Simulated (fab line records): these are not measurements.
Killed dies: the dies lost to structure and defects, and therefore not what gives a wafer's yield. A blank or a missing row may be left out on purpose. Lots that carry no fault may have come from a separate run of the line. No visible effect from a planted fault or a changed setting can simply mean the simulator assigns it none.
Check of tool commonality / flow sky130 / Sampled: 11 lots, 39 wafers

== WHY THIS WAS OPENED ==
At SKY_LI_CONTACT_THK_MEAS_01 the reading LI_CONTACT_HDPCVD_THK is flagged on 2 of 11 lots. Fault-free wafers read 934 nm, with a standard deviation of 7.8.
Rule: flag the lot when none of its wafers has a number, or when each of its wafers that has one lies beyond 4 standard deviations from that mean. The other lots count as sound.

lot=L579; measured=day 29 06:41; on=film metro-02; LI_CONTACT_HDPCVD_THK (nm), wafer by wafer=939 935 931; flag=
lot=L580; measured=day 29 10:40; on=film metro-03; LI_CONTACT_HDPCVD_THK (nm), wafer by wafer=933 945 933; flag=
lot=L581; measured=day 29 16:55; on=film metro-03; LI_CONTACT_HDPCVD_THK (nm), wafer by wafer=751 748 749 750 748 748; flag=FLAGGED
lot=L582; measured=day 29 20:15; on=film metro-03; LI_CONTACT_HDPCVD_THK (nm), wafer by wafer=735 752 737 733 752 738; flag=FLAGGED
lot=L591; measured=day 33 08:35; on=film metro-03; LI_CONTACT_HDPCVD_THK (nm), wafer by wafer=928 934 931; flag=
lot=L593; measured=day 33 20:05; on=film metro-02; LI_CONTACT_HDPCVD_THK (nm), wafer by wafer=927 933 938; flag=
lot=L595; measured=day 34 14:22; on=film metro-03; LI_CONTACT_HDPCVD_THK (nm), wafer by wafer=946 936 931; flag=
lot=L599; measured=day 35 15:53; on=film metro-04; LI_CONTACT_HDPCVD_THK (nm), wafer by wafer=946 925 928; flag=
lot=L597; measured=day 35 17:58; on=film metro-03; LI_CONTACT_HDPCVD_THK (nm), wafer by wafer=933 936 935; flag=
lot=L600; measured=day 35 21:52; on=film metro-02; LI_CONTACT_HDPCVD_THK (nm), wafer by wafer=938 923 935; flag=
lot=L601; measured=day 36 06:10; on=film metro-02; LI_CONTACT_HDPCVD_THK (nm), wafer by wafer=941 937 942; flag=
On average the flagged lots' numbers are 745 nm, which is -189 nm against the usual, or -24 standard deviations.

== LOT BY LOT: THE TOOL USED ==
The record keeps 1 process step preceding the reading, out of 708 steps on the route. Each cell gives the tool, then ch followed by the chambers the sampled wafers passed through, then the start.
lot=L579; flag=; SKY_LI_CONTACT_HDPCVD_00=hdpcvd-01 ch 0,1, day 29 06:32
lot=L580; flag=; SKY_LI_CONTACT_HDPCVD_00=hdpcvd-02 ch 0,1,2, day 29 10:34
lot=L581; flag=FLAGGED; SKY_LI_CONTACT_HDPCVD_00=hdpcvd-01 ch 0,1, day 29 16:46
lot=L582; flag=FLAGGED; SKY_LI_CONTACT_HDPCVD_00=hdpcvd-01 ch 0,1, day 29 20:05
lot=L591; flag=; SKY_LI_CONTACT_HDPCVD_00=hdpcvd-01 ch 0,1,2, day 33 08:29
lot=L593; flag=; SKY_LI_CONTACT_HDPCVD_00=hdpcvd-01 ch 0,1, day 33 19:57
lot=L595; flag=; SKY_LI_CONTACT_HDPCVD_00=hdpcvd-01 ch 0,1,2, day 34 14:15
lot=L599; flag=; SKY_LI_CONTACT_HDPCVD_00=hdpcvd-02 ch 0,1, day 35 15:46
lot=L597; flag=; SKY_LI_CONTACT_HDPCVD_00=hdpcvd-01 ch 0,2, day 35 17:52
lot=L600; flag=; SKY_LI_CONTACT_HDPCVD_00=hdpcvd-01 ch 0,1,2, day 35 21:47
lot=L601; flag=; SKY_LI_CONTACT_HDPCVD_00=hdpcvd-01 ch 0,1, day 36 06:04
What is done by these steps:
- SKY_LI_CONTACT_HDPCVD_00: deposits PSG, target thk 930 nm, time 155 s.
- SKY_LI_CONTACT_THK_MEAS_01

== FLAGGED OVER TOTAL, TOOL BY TOOL (the gauges that took the reading come last) ==
step=SKY_LI_CONTACT_HDPCVD_00; tool=hdpcvd-01; lots run=9; flagged=2; share of the flagged lots=all; sound lots run after its first flagged lot=6 (L591,L593,L595,L597,L600,L601)
step=SKY_LI_CONTACT_HDPCVD_00; tool=hdpcvd-02; lots run=2; flagged=0; share of the flagged lots=none; sound lots run after its first flagged lot=-
step=SKY_LI_CONTACT_THK_MEAS_01; tool=film metro-02; lots run=4; flagged=0; share of the flagged lots=none; sound lots run after its first flagged lot=-
step=SKY_LI_CONTACT_THK_MEAS_01; tool=film metro-03; lots run=6; flagged=2; share of the flagged lots=all; sound lots run after its first flagged lot=3 (L591,L595,L597)
step=SKY_LI_CONTACT_THK_MEAS_01; tool=film metro-04; lots run=1; flagged=0; share of the flagged lots=none; sound lots run after its first flagged lot=-

== THE TABLE: WHAT IT ALLOWS ==
Rows of the table that ran all the flagged lots, 2 in number: hdpcvd-01 at SKY_LI_CONTACT_HDPCVD_00; film metro-03 at SKY_LI_CONTACT_THK_MEAS_01.
- hdpcvd-01 at SKY_LI_CONTACT_HDPCVD_00 ran 9 lots, 2 of them flagged. After the first flagged lot (L591, L593, L595, L597, L600, L601), sound lots still ran on it; a lasting fault on the whole tool would not permit that. Its own readings (sih4 flow sccm) fall more than 4 standard deviations out on all wafers of the flagged lots.
- film metro-03 at SKY_LI_CONTACT_THK_MEAS_01 ran 6 lots, 2 of them flagged. After the first flagged lot (L591, L595, L597), sound lots still ran on it; a lasting fault on the whole tool would not permit that.
Every row of the table either missed a flagged lot or ran a sound lot after the first.

== WHAT THE SIMULATOR HAD INSERTED ==
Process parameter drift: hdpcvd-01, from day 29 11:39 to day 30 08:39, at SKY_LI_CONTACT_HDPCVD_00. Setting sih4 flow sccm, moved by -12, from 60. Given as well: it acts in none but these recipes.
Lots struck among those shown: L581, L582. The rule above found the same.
